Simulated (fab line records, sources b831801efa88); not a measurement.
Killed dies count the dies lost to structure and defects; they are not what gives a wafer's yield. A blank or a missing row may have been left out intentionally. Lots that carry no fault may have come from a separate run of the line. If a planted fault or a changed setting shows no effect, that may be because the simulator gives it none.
fab line records ; flow sfqLine ; part 1 of 2: steps 1 to 28 of 37
record: lots: 5; wafers: 15; lastDay: 91
route steps=325 shown I3@144 M4@148 I4@163 JJ@178
lots with no fault: from the same line, run without faults
startH: hours from the record's opening day to when the first of the lot's shown wafers began ; waitH: hours since the lot's step before ; " repeats the value in the row above ; L1.1+2: one row covering several wafers at once ; - no value, or no start was given ; * or withheld: withheld ; < > ~ a bound
route shown NAME@n: NAME is a module with steps in the file, n the number in the route of the first one ; usual: mean/standard deviation taken from wafers without a fault ; same: alike in all rows ; chamber/n: place in a boat ; sites: the reading at each site ; _std_site: standard deviation across them ; _edge_site: outer sites' mean less inner sites' ; radiusMm: how far each site lies from the wafer's centre ; mask NAME#n: copy n ; behind: tool/chamber where the wafer was last shaped ; hold: what put the lot on hold/how long, in hours/how the hold closed ; device: the n, p or np transistor that did not switch ; end of line: the tests these same wafers got at the end of their route ; step lacking rows: just its recipe ; killed: dies that structure and defects cost at the first sort, which is not the same as the wafer's yield ; map: shows each die of a wafer: x if killed, . if not, _ if none is there
set.NAME: the setting as run; set.NAME@STEP: as run at that earlier step ; model.NAME: the simulator's own value behind a step, which no gauge read
certain route steps with their lots: each step a table, each wafer a row
services: the hour from which a tool's chamber was out of use, counted from the record's first day as startH (under 0 if before that day), plus the number of hours and why
== steps ==
step: SFQ_TRILAYER_I3_VIA_BARC_OPEN_VIA_ETCH_121
recipe: maskMaterial: PR; chemistry: O2; targetDepthNm: 125; target: BARC; sourceW: 500; biasW: 80; pressureMtorr: 30; timeS: 41.7
usual: drypumpMotorCurrentA: 5.6/0.45; oesProductAu: 0.685/0.0046
lot.wafer;tool;chamber;startH;waitH;drypumpMotorCurrentA;oesProductAu;rfHoursCounterH
L078.1;rieDiel-01;3;1027.63;0.0;5.6;0.694;7
L078.3;rieDiel-01;1;1027.63;0.0;5.2;0.684;6
L078.6;rieDiel-01;1;1027.63;0.0;5.2;0.688;-
L080.1;rieDiel-04;1;1065.08;0.0;5.6;0.684;3
L080.5;rieDiel-04;0;1065.08;0.0;5.0;0.683;-
L080.6;rieDiel-04;3;1065.08;0.0;6.3;0.688;-
L083.1;rieDiel-04;1;1089.31;0.0;5.6;0.682;3
L083.3;rieDiel-04;2;1089.31;0.0;5.5;0.683;7
L083.4;rieDiel-04;0;1089.31;0.0;5.0;0.687;1
L089.1;rieDiel-04;0;1143.56;0.0;5.0;0.682;2
L089.3;rieDiel-04;1;1143.56;0.0;5.6;0.689;4
L089.6;rieDiel-04;0;1143.56;0.0;5.0;0.678;-
L090.3;rieDiel-04;0;1155.56;0.0;5.0;0.681;2
L090.4;rieDiel-04;1;1155.56;0.0;5.6;0.689;4
L090.5;rieDiel-04;0;1155.56;0.0;5.0;0.686;-
step: SFQ_TRILAYER_I3_VIA_ETCH_VIA_ETCH_088
recipe: target: SiO2; stopOn: Nb; maskMaterial: PR; taperDeg: 20; chemistry: CHF3; targetDepthNm: 260; sourceW: 500; biasW: 80; pressureMtorr: 30; timeS: withheld
usual: drypumpMotorCurrentA: 5.6/0.45; oesProductAu: 0.852/0.0053
lot.wafer;tool;chamber;startH;waitH;drypumpMotorCurrentA;oesProductAu
L078.1;rieDiel-01;3;1027.67;0.0;5.7;0.852
L078.3;rieDiel-01;1;1027.67;0.0;5.2;0.848
L078.6;rieDiel-01;1;1027.67;0.0;5.2;0.854
L080.1;rieDiel-04;1;1065.12;0.0;5.6;0.855
L080.5;rieDiel-04;0;1065.12;0.0;5.0;0.854
L080.6;rieDiel-04;3;1065.12;0.0;6.3;0.849
L083.1;rieDiel-04;1;1089.35;0.0;5.6;0.854
L083.3;rieDiel-04;2;1089.35;0.0;5.5;0.849
L083.4;rieDiel-04;0;1089.35;0.0;5.0;0.861
L089.1;rieDiel-04;0;1143.60;0.0;5.0;0.853
L089.3;rieDiel-04;1;1143.60;0.0;5.6;0.863
L089.6;rieDiel-04;0;1143.60;0.0;5.0;0.846
L090.3;rieDiel-04;0;1155.60;0.0;5.0;0.854
L090.4;rieDiel-04;1;1155.60;0.0;5.7;0.851
L090.5;rieDiel-04;0;1155.60;0.0;5.0;0.849
step: SFQ_TRILAYER_I3_VIA_STRIP_STRIP_089
recipe: gas: O2; powerW: 200; platenTempC: 40; overashFraction: 0.65; chemistry: O2; pressureMtorr: 50
usual: drypumpMotorCurrentA: 5.9/0.48; oesProductAu: 1.004/0.016
lot.wafer;tool;chamber;startH;waitH;drypumpMotorCurrentA;oesProductAu;rfHoursCounterH
L078.1;rieMetal-03;1;1027.78;-;6.5;1.012;15
L078.3;rieMetal-03;0;1027.78;-;5.0;1.016;-
L078.6;rieMetal-03;1;1027.78;-;6.5;1.003;-
L080.1;rieMetal-04;1;1065.23;-;5.7;1.020;30
L080.5;rieMetal-04;1;1065.23;-;5.7;1.027;-
L080.6;rieMetal-04;0;1065.23;-;6.2;0.987;-
L083.1;rieMetal-03;1;1089.46;-;6.5;1.017;26
L083.3;rieMetal-03;1;1089.46;-;6.5;1.012;-
L083.4;rieMetal-03;0;1089.46;-;5.0;0.995;-
L089.1;rieMetal-02;1;1143.71;-;5.9;1.014;17
L089.3;rieMetal-02;1;1143.71;-;5.9;1.016;-
L089.6;rieMetal-02;0;1143.71;-;6.3;0.990;-
L090.3;rieMetal-04;1;1155.91;-;5.6;1.031;-
L090.4;rieMetal-04;0;1155.91;-;6.2;0.990;-
L090.5;rieMetal-04;1;1155.91;-;5.7;1.027;-
step: SFQ_TRILAYER_I3_VIA_STRIP_SOLV_CLEAN_090
recipe: chemistry: NMP; tempC: 70; timeS: 600
lot.wafer;tool;chamber;startH;waitH
L078.1+3+6;wetBench-04;2,0,6;1028.58;0.5
L080.1+5+6;wetBench-03;7,4,1;1065.83;0.4
L083.1+3+4;wetBench-03;0,1,5;1090.06;0.4
L089.1+3+6;wetBench-02;2,6,7;1144.31;0.4
L090.3+4+5;wetBench-03;1,7,3;1156.31;0.2
step: SFQ_TRILAYER_M4_DEP_PRE_CLEAN_092
recipe: gas: Ar; timeS: 22.5; biasV: 250
lot.wafer;tool;chamber;startH;waitH
L078.1+3+6;pvdSputter-04;-;1028.76;0.0
L080.1+5+6;pvdSputter-04;-;1066.01;0.0
L083.1+3+4;pvdSputter-06;-;1090.23;0.0
L089.1+3+6;pvdSputter-05;-;1144.48;0.0
L090.3+4+5;pvdSputter-04;-;1156.66;0.0
step: SFQ_TRILAYER_M4_DEP_SPUTTER_091
recipe: material: Nb; basePressurePa: 1.33e-06; chamberPressurePa: 0.1333; substrateTempC: 20; resputterCathodeVoltageV: 400; targetThkNm: 200; powerW: 2000; timeS: 133.3
usual: chamberPressurePa: 0.1333/0.00031; throttleValvePct: 29.2/0.93
lot.wafer;tool;chamber;startH;waitH;chamberPressurePa;throttleValvePct
L078.1;pvdSputter-04;-;1028.79;0.0;0.1332;29.3
L078.3;pvdSputter-04;-;1028.79;0.0;0.1330;29.7
L078.6;pvdSputter-04;-;1028.79;0.0;0.1330;30.0
L080.1;pvdSputter-04;-;1066.04;0.0;0.1332;30.0
L080.5;pvdSputter-04;-;1066.04;0.0;0.1334;29.8
L080.6;pvdSputter-04;-;1066.04;0.0;0.1333;30.1
L083.1;pvdSputter-06;-;1090.26;0.0;0.1331;29.0
L083.3;pvdSputter-06;-;1090.26;0.0;0.1333;30.7
L083.4;pvdSputter-06;-;1090.26;0.0;0.1333;29.9
L089.1;pvdSputter-05;-;1144.51;0.0;0.1336;27.5
L089.3;pvdSputter-05;-;1144.51;0.0;0.1333;27.2
L089.6;pvdSputter-05;-;1144.51;0.0;0.1336;27.4
L090.3;pvdSputter-04;-;1156.69;0.0;0.1331;29.8
L090.4;pvdSputter-04;-;1156.69;0.0;0.1333;29.4
L090.5;pvdSputter-04;-;1156.69;0.0;0.1336;29.7
step: SFQ_M4_RS_MEAS_924
recipe: thkMeasGauge: four-point-probe; reads: Nb_of_TRILAYER_M4_DEP_SPUTTER_091
usual: M4_NB_RS: 0.892/0.014
lot.wafer;tool;chamber;startH;waitH;M4_NB_RS[ohm/sq]
L078.1;filmMetro-02;-;1028.88;0.0;0.887
L078.3;filmMetro-02;-;1028.88;0.0;0.911
L078.6;filmMetro-02;-;1028.88;0.0;0.882
L080.1;filmMetro-04;-;1066.13;0.0;0.865
L080.5;filmMetro-04;-;1066.13;0.0;0.882
L080.6;filmMetro-04;-;1066.13;0.0;0.868
L083.1;filmMetro-02;-;1090.35;0.0;0.882
L083.3;filmMetro-02;-;1090.35;0.0;0.893
L083.4;filmMetro-02;-;1090.35;0.0;0.884
L089.1;filmMetro-02;-;1144.60;0.0;0.894
L089.3;filmMetro-02;-;1144.60;0.0;0.890
L089.6;filmMetro-02;-;1144.60;0.0;0.891
L090.3;filmMetro-03;-;1156.82;0.1;0.876
L090.4;filmMetro-03;-;1156.82;0.1;0.867
L090.5;filmMetro-03;-;1156.82;0.1;0.887
step: SFQ_TRILAYER_M4_LITHO_COAT_098
recipe: resist: BARC; spinRpm: 3000; resistThkNm: 62
lot.wafer;tool;chamber;startH;waitH
L078.1+3+6;lithoTrack-03;0;1029.06;0.1
L080.1+5+6;lithoTrack-02;0;1066.31;0.1
L083.1+3+4;lithoTrack-02;0;1090.53;0.1
L089.1+3+6;lithoTrack-04;0;1144.78;0.1
L090.3+4+5;lithoTrack-04;0;1157.06;0.1
step: SFQ_TRILAYER_M4_LITHO_COAT_093
recipe: resist: KrF; spinRpm: 3000; resistThkNm: 600
lot.wafer;tool;chamber;startH;waitH
L078.1+3+6;lithoTrack-03;0;1029.36;0.2
L080.1+5+6;lithoTrack-02;0;1066.61;0.2
L083.1+3+4;lithoTrack-02;0;1090.83;0.2
L089.1+3+6;lithoTrack-04;0;1145.08;0.2
L090.3+4+5;lithoTrack-04;0;1157.36;0.2
step: SFQ_TRILAYER_M4_LITHO_SOFTBAKE_097
recipe: tempC: withheld; timeS: withheld; resist: KrF
lot.wafer;tool;chamber;startH;waitH
L078.1+3+6;lithoTrack-03;0;1029.66;0.2
L080.1+5+6;lithoTrack-02;0;1066.91;0.2
L083.1+3+4;lithoTrack-02;0;1091.13;0.2
L089.1+3+6;lithoTrack-04;0;1145.38;0.2
L090.3+4+5;lithoTrack-04;0;1157.61;0.2
step: SFQ_TRILAYER_M4_LITHO_EXPOSE_094
recipe: maskId: M4; na: 0.6; sourceShape: conventional; sigmaOuter: 0.65; targetCdNm: 500; doseMj: 14.4
usual: stageVelMmS: 500.00/0.24
lot.wafer;tool;chamber;startH;waitH;mask;stageVelMmS
L078.1;krfScanner-01;0;1029.81;-;M4#0;500.20
L078.3;krfScanner-01;0;1029.81;-;M4#0;500.01
L078.6;krfScanner-01;0;1029.81;-;M4#0;500.13
L080.1;krfScanner-02;0;1070.85;-;M4#0;500.35
L080.5;krfScanner-02;0;1070.85;-;M4#0;499.89
L080.6;krfScanner-02;0;1070.85;-;M4#0;500.27
L083.1;krfScanner-01;0;1232.15;-;M4#0;500.24
L083.3;krfScanner-01;0;1232.15;-;M4#0;500.10
L083.4;krfScanner-01;0;1232.15;-;M4#0;499.99
L089.1;krfScanner-01;0;1268.72;-;M4#0;500.05
L089.3;krfScanner-01;0;1268.72;-;M4#0;500.13
L089.6;krfScanner-01;0;1268.72;-;M4#0;500.03
L090.3;krfScanner-01;0;1270.32;-;M4#0;499.65
L090.4;krfScanner-01;0;1270.32;-;M4#0;500.13
L090.5;krfScanner-01;0;1270.32;-;M4#0;500.17
step: SFQ_TRILAYER_M4_LITHO_PEB_096
recipe: pebTempC: 115; pebTimeS: 60; resist: KrF
lot.wafer;tool;chamber;startH;waitH
L078.1+3+6;lithoTrack-03;0;1031.01;1.0
L080.1+5+6;lithoTrack-03;0;1072.05;1.0
L083.1+3+4;lithoTrack-02;0;1233.35;1.0
L089.1+3+6;lithoTrack-02;0;1269.92;1.0
L090.3+4+5;lithoTrack-02;0;1271.17;0.7
step: SFQ_TRILAYER_M4_LITHO_DEVELOP_095
recipe: timeS: 60; resist: KrF
lot.wafer;tool;chamber;startH;waitH
L078.1+3+6;lithoTrack-03;0;1031.16;0.1
L080.1+5+6;lithoTrack-03;0;1072.20;0.1
L083.1+3+4;lithoTrack-02;0;1233.50;0.1
L089.1+3+6;lithoTrack-02;0;1270.07;0.1
L090.3+4+5;lithoTrack-02;0;1271.32;0.1
step: SFQ_M4_OVL_MEAS_926
usual: M4_OVL: 1/4.7
lot.wafer;tool;chamber;startH;waitH;M4_OVL[nm]
L078.1;overlay-01;-;1031.31;0.1;5
L078.3;overlay-01;-;1031.31;0.1;9
L078.6;overlay-01;-;1031.31;0.1;5
L080.1;overlay-01;-;1072.35;0.1;5
L080.5;overlay-01;-;1072.35;0.1;4
L080.6;overlay-01;-;1072.35;0.1;0
L083.1;overlay-02;-;1233.65;0.1;-5
L083.3;overlay-02;-;1233.65;0.1;-6
L083.4;overlay-02;-;1233.65;0.1;1
L089.1;overlay-02;-;1270.22;0.1;3
L089.3;overlay-02;-;1270.22;0.1;6
L089.6;overlay-02;-;1270.22;0.1;2
L090.3;overlay-02;-;1271.43;0.1;1
L090.4;overlay-02;-;1271.43;0.1;4
L090.5;overlay-02;-;1271.43;0.1;1
step: SFQ_TRILAYER_M4_BARC_OPEN_METAL_ETCH_123
recipe: maskMaterial: PR; chemistry: O2; targetDepthNm: 125; target: BARC; icpW: 600; biasW: 80; pressureMtorr: 10; timeS: 41.7
usual: drypumpMotorCurrentA: 5.7/0.59; oesProductAu: 0.685/0.0043
lot.wafer;tool;chamber;startH;waitH;drypumpMotorCurrentA;oesProductAu;rfHoursCounterH
L078.1;rieMetal-03;1;1031.35;0.0;6.5;0.684;15
L078.3;rieMetal-03;0;1031.35;0.0;5.1;0.693;-
L078.6;rieMetal-03;0;1031.35;0.0;5.1;0.687;-
L080.1;rieMetal-04;0;1072.38;0.0;6.2;0.683;106
L080.5;rieMetal-04;0;1072.38;0.0;6.2;0.683;-
L080.6;rieMetal-04;1;1072.38;0.0;5.7;0.683;-
L083.1;rieMetal-03;0;1233.68;0.0;5.0;0.689;19
L083.3;rieMetal-03;0;1233.68;0.0;5.0;0.680;-
L083.4;rieMetal-03;1;1233.68;0.0;6.5;0.684;-
L089.1;rieMetal-04;1;1270.25;0.0;5.8;0.683;56
L089.3;rieMetal-04;0;1270.25;0.0;6.2;0.680;-
L089.6;rieMetal-04;0;1270.25;0.0;6.2;0.683;-
L090.3;rieMetal-03;1;1271.47;0.0;6.5;0.684;-
L090.4;rieMetal-03;0;1271.47;0.0;5.1;0.684;-
L090.5;rieMetal-03;1;1271.47;0.0;6.5;0.686;-
step: SFQ_TRILAYER_M4_ETCH_METAL_ETCH_096
recipe: target: Nb; stopOn: SiO2; maskMaterial: PR; chemistry: Cl2/Ar; targetDepthNm: 240; icpW: 600; biasW: 80; pressureMtorr: 10; timeS: 120
usual: drypumpMotorCurrentA: 5.7/0.59; oesProductAu: 0.893/0.009
lot.wafer;tool;chamber;startH;waitH;drypumpMotorCurrentA;oesProductAu;rfHoursCounterH
L078.1;rieMetal-03;1;1031.41;0.0;6.5;0.895;15
L078.3;rieMetal-03;0;1031.41;0.0;5.1;0.881;-
L078.6;rieMetal-03;0;1031.41;0.0;5.1;0.901;-
L080.1;rieMetal-04;0;1072.44;0.0;6.2;0.905;106
L080.5;rieMetal-04;0;1072.44;0.0;6.2;0.896;-
L080.6;rieMetal-04;1;1072.44;0.0;5.6;0.911;-
L083.1;rieMetal-03;0;1233.74;0.0;5.1;0.899;19
L083.3;rieMetal-03;0;1233.74;0.0;5.1;0.896;-
L083.4;rieMetal-03;1;1233.74;0.0;6.5;0.895;-
L089.1;rieMetal-04;1;1270.31;0.0;5.7;0.892;56
L089.3;rieMetal-04;0;1270.31;0.0;6.1;0.897;-
L089.6;rieMetal-04;0;1270.31;0.0;6.2;0.898;-
L090.3;rieMetal-03;1;1271.55;0.1;6.5;0.896;-
L090.4;rieMetal-03;0;1271.55;0.1;5.1;0.907;-
L090.5;rieMetal-03;1;1271.55;0.1;6.5;0.895;-
step: SFQ_TRILAYER_M4_STRIP_STRIP_097
recipe: gas: O2; powerW: 200; platenTempC: 40; overashFraction: 0.65; chemistry: O2; pressureMtorr: 50
usual: drypumpMotorCurrentA: 5.7/0.59; oesProductAu: 1.005/0.011
lot.wafer;tool;chamber;startH;waitH;drypumpMotorCurrentA;oesProductAu;rfHoursCounterH
L078.1;rieMetal-03;1;1031.53;0.1;6.5;1.009;15
L078.3;rieMetal-03;0;1031.53;0.1;5.1;0.992;-
L078.6;rieMetal-03;0;1031.53;0.1;5.1;0.999;-
L080.1;rieMetal-04;0;1072.57;0.1;6.2;0.999;107
L080.5;rieMetal-04;0;1072.57;0.1;6.1;0.998;-
L080.6;rieMetal-04;1;1072.57;0.1;5.7;1.018;-
L083.1;rieMetal-03;0;1233.87;0.1;5.1;0.995;20
L083.3;rieMetal-03;0;1233.87;0.1;5.0;0.979;-
L083.4;rieMetal-03;1;1233.87;0.1;6.5;1.009;-
L089.1;rieMetal-04;1;1270.44;0.1;5.7;1.014;57
L089.3;rieMetal-04;0;1270.44;0.1;6.2;0.991;-
L089.6;rieMetal-04;0;1270.44;0.1;6.2;0.987;-
L090.3;rieMetal-03;1;1271.84;0.2;6.6;1.010;-
L090.4;rieMetal-03;0;1271.84;0.2;5.1;0.992;-
L090.5;rieMetal-03;1;1271.84;0.2;6.5;1.012;-
step: SFQ_TRILAYER_M4_STRIP_SOLV_CLEAN_098
recipe: chemistry: NMP; tempC: 70; timeS: 600
lot.wafer;tool;chamber;startH;waitH
L078.1+3+6;wetBench-04;1,0,3;1032.13;0.4
L080.1+5+6;wetBench-04;6,2,7;1073.17;0.4
L083.1+3+4;wetBench-04;5,3,4;1234.47;0.4
L089.1+3+6;wetBench-04;6,7,4;1271.04;0.4
L090.3+4+5;wetBench-03;3,5,6;1272.24;0.2
step: SFQ_TRILAYER_I4_DEP_PECVD_099
recipe: material: SiO2; tempC: 150; timeS: 111.11; pressureTorr: 2.4; rfW: 183.3; precursor: SiH4/N2O; targetThkNm: 500
usual: heaterPowerW: 82/15; throttleValvePct: 24.2/0.92
lot.wafer;tool;chamber;startH;waitH;heaterPowerW;throttleValvePct
L078.1;pecvd-04;2;1032.31;0.0;95;22.9
L078.3;pecvd-04;1;1032.31;0.0;66;24.1
L078.6;pecvd-04;2;1032.31;0.0;101;22.9
L080.1;pecvd-02;2;1073.34;0.0;93;25.9
L080.5;pecvd-02;2;1073.34;0.0;95;25.6
L080.6;pecvd-02;0;1073.34;0.0;101;23.5
L083.1;pecvd-01;0;1234.64;0.0;83;24.0
L083.3;pecvd-01;2;1234.64;0.0;67;24.9
L083.4;pecvd-01;2;1234.64;0.0;69;25.0
L089.1;pecvd-01;2;1271.23;0.0;68;24.8
L089.3;pecvd-01;0;1271.23;0.0;85;23.9
L089.6;pecvd-01;1;1271.23;0.0;64;25.1
L090.3;pecvd-04;2;1272.41;0.0;104;23.4
L090.4;pecvd-04;1;1272.41;0.0;69;24.8
L090.5;pecvd-04;2;1272.41;0.0;104;23.4
step: SFQ_TRILAYER_I4_CMP_CMP_100
recipe: material: SiO2; downForcePsi: 3; platenRpm: 60; padVelocityMS: 0.94248
usual: headPressurePsi: 3.000/0.0069; motorCurrentA: 10.2/0.73; timeToEndpointS: 211/7.8
lot.wafer;tool;chamber;startH;waitH;headPressurePsi;motorCurrentA;timeToEndpointS
L078.3;cmp-02;3;1046.78;14.4;2.999;9.9;216
L078.1;cmp-02;0;1046.78;14.4;2.986;10.8;211
L078.6;cmp-02;3;1048.78;16.4;2.988;10.4;222
L080.1;cmp-02;1;1074.42;1.0;2.998;9.4;201
L080.5;cmp-02;3;1075.42;2.0;3.000;10.8;203
L080.6;cmp-02;0;1075.42;2.0;3.001;11.4;197
L083.4;cmp-02;3;1234.72;0.0;2.999;10.0;217
L083.3;cmp-02;1;1235.72;1.0;2.999;9.5;204
L083.1;cmp-02;2;1235.72;1.0;3.010;9.5;214
L089.3;cmp-02;3;1277.16;5.9;3.002;10.6;212
L089.1;cmp-02;1;1278.16;6.9;3.014;9.1;209
L089.6;cmp-02;3;1279.16;7.9;3.004;10.0;216
L090.3;cmp-01;1;1277.46;5.0;2.998;9.5;216
L090.4;cmp-01;0;1278.96;6.5;2.987;11.7;230
L090.5;cmp-01;2;1279.96;7.5;2.995;10.3;225
step: SFQ_I4_BOW_MEAS_927
recipe: mode: bow
usual: I4_BOW: 5/9.3
lot.wafer;tool;chamber;startH;waitH;I4_BOW[um]
L078.1;filmMetro-03;-;1049.78;2.0;13
L078.3;filmMetro-03;-;1049.78;2.0;10
L078.6;filmMetro-03;-;1049.78;2.0;14
L080.1;filmMetro-04;-;1076.42;1.5;2
L080.5;filmMetro-04;-;1076.42;1.5;4
L080.6;filmMetro-04;-;1076.42;1.5;13
L083.1;filmMetro-01;-;1237.72;1.0;5
L083.3;filmMetro-01;-;1237.72;1.0;-8
L083.4;filmMetro-01;-;1237.72;1.0;4
L089.1;filmMetro-01;-;1279.66;1.0;4
L089.3;filmMetro-01;-;1279.66;1.0;14
L089.6;filmMetro-01;-;1279.66;1.0;6
L090.3;filmMetro-04;-;1280.50;2.5;-7
L090.4;filmMetro-04;-;1280.50;2.5;9
L090.5;filmMetro-04;-;1280.50;2.5;-9
step: SFQ_TRILAYER_I4_METRO_MEASURE_101
usual: thkNm: 199.3/1.2
lot.wafer;tool;chamber;startH;waitH;thkNm
L078.1;filmMetro-03;-;1049.90;0.1;198.2
L078.3;filmMetro-03;-;1049.90;0.1;200.1
L078.6;filmMetro-03;-;1049.90;0.1;199.2
L080.1;filmMetro-04;-;1076.54;0.1;199.7
L080.5;filmMetro-04;-;1076.54;0.1;198.9
L080.6;filmMetro-04;-;1076.54;0.1;197.8
L083.1;filmMetro-01;-;1237.84;0.1;199.7
L083.3;filmMetro-01;-;1237.84;0.1;198.8
L083.4;filmMetro-01;-;1237.84;0.1;200.6
L089.1;filmMetro-01;-;1279.78;0.1;200.2
L089.3;filmMetro-01;-;1279.78;0.1;201.2
L089.6;filmMetro-01;-;1279.78;0.1;200.7
L090.3;filmMetro-04;-;1280.98;0.5;198.1
L090.4;filmMetro-04;-;1280.98;0.5;199.4
L090.5;filmMetro-04;-;1280.98;0.5;198.3
step: SFQ_TRILAYER_I4_VIA_LITHO_COAT_108
recipe: resist: BARC; spinRpm: 3000; resistThkNm: 62
lot.wafer;tool;chamber;startH;waitH
L078.1+3+6;lithoTrack-01;0;1051.10;1.0
L080.1+5+6;lithoTrack-01;0;1077.74;1.0
L083.1+3+4;lithoTrack-02;0;1239.04;1.0
L089.1+3+6;lithoTrack-02;0;1280.98;1.0
L090.3+4+5;lithoTrack-01;0;1281.88;0.7
step: SFQ_TRILAYER_I4_VIA_LITHO_COAT_103
recipe: resist: KrF; spinRpm: 3000; resistThkNm: 650
lot.wafer;tool;chamber;startH;waitH
L078.1+3+6;lithoTrack-01;0;1051.40;0.2
L080.1+5+6;lithoTrack-01;0;1078.04;0.2
L083.1+3+4;lithoTrack-02;0;1239.34;0.2
L089.1+3+6;lithoTrack-02;0;1281.28;0.2
L090.3+4+5;lithoTrack-01;0;1282.18;0.2
step: SFQ_TRILAYER_I4_VIA_LITHO_SOFTBAKE_107
recipe: tempC: withheld; timeS: withheld; resist: KrF
lot.wafer;tool;chamber;startH;waitH
L078.1+3+6;lithoTrack-01;0;1051.70;0.2
L080.1+5+6;lithoTrack-01;0;1078.34;0.2
L083.1+3+4;lithoTrack-02;0;1239.64;0.2
L089.1+3+6;lithoTrack-02;0;1281.58;0.2
L090.3+4+5;lithoTrack-01;0;1282.43;0.2
step: SFQ_TRILAYER_I4_VIA_LITHO_EXPOSE_104
recipe: maskId: I4; na: 0.6; sourceShape: conventional; sigmaOuter: 0.65; targetCdNm: 700; doseMj: 21.3
usual: stageVelMmS: 499.92/0.22
lot.wafer;tool;chamber;startH;waitH;mask;stageVelMmS
L078.1;krfScanner-02;0;1187.62;-;I4#0;499.91
L078.3;krfScanner-02;0;1187.62;-;I4#0;500.08
L078.6;krfScanner-02;0;1187.62;-;I4#0;499.91
L080.1;krfScanner-02;0;1212.37;-;I4#0;499.90
L080.5;krfScanner-02;0;1212.37;-;I4#0;499.90
L080.6;krfScanner-02;0;1212.37;-;I4#0;499.74
L083.1;krfScanner-01;0;1240.77;-;I4#0;499.71
L083.3;krfScanner-01;0;1240.77;-;I4#0;500.04
L083.4;krfScanner-01;0;1240.77;-;I4#0;500.01
L089.1;krfScanner-01;0;1295.12;-;I4#0;500.21
L089.3;krfScanner-01;0;1295.12;-;I4#0;500.24
L089.6;krfScanner-01;0;1295.12;-;I4#0;499.82
L090.3;krfScanner-01;0;1296.72;-;I4#0;499.38
L090.4;krfScanner-01;0;1296.72;-;I4#0;499.43
L090.5;krfScanner-01;0;1296.72;-;I4#0;499.87
step: SFQ_TRILAYER_I4_VIA_LITHO_PEB_106
recipe: pebTempC: 115; pebTimeS: 60; resist: KrF
lot.wafer;tool;chamber;startH;waitH
L078.1+3+6;lithoTrack-01;0;1188.82;1.0
L080.1+5+6;lithoTrack-01;0;1213.57;1.0
L083.1+3+4;lithoTrack-01;0;1241.97;1.0
L089.1+3+6;lithoTrack-01;0;1296.32;1.0
L090.3+4+5;lithoTrack-02;0;1297.57;0.7
step: SFQ_TRILAYER_I4_VIA_LITHO_DEVELOP_105
recipe: timeS: 60; resist: KrF
lot.wafer;tool;chamber;startH;waitH
L078.1+3+6;lithoTrack-01;0;1188.97;0.1
L080.1+5+6;lithoTrack-01;0;1213.72;0.1
L083.1+3+4;lithoTrack-01;0;1242.12;0.1
L089.1+3+6;lithoTrack-01;0;1296.47;0.1
L090.3+4+5;lithoTrack-02;0;1297.72;0.1
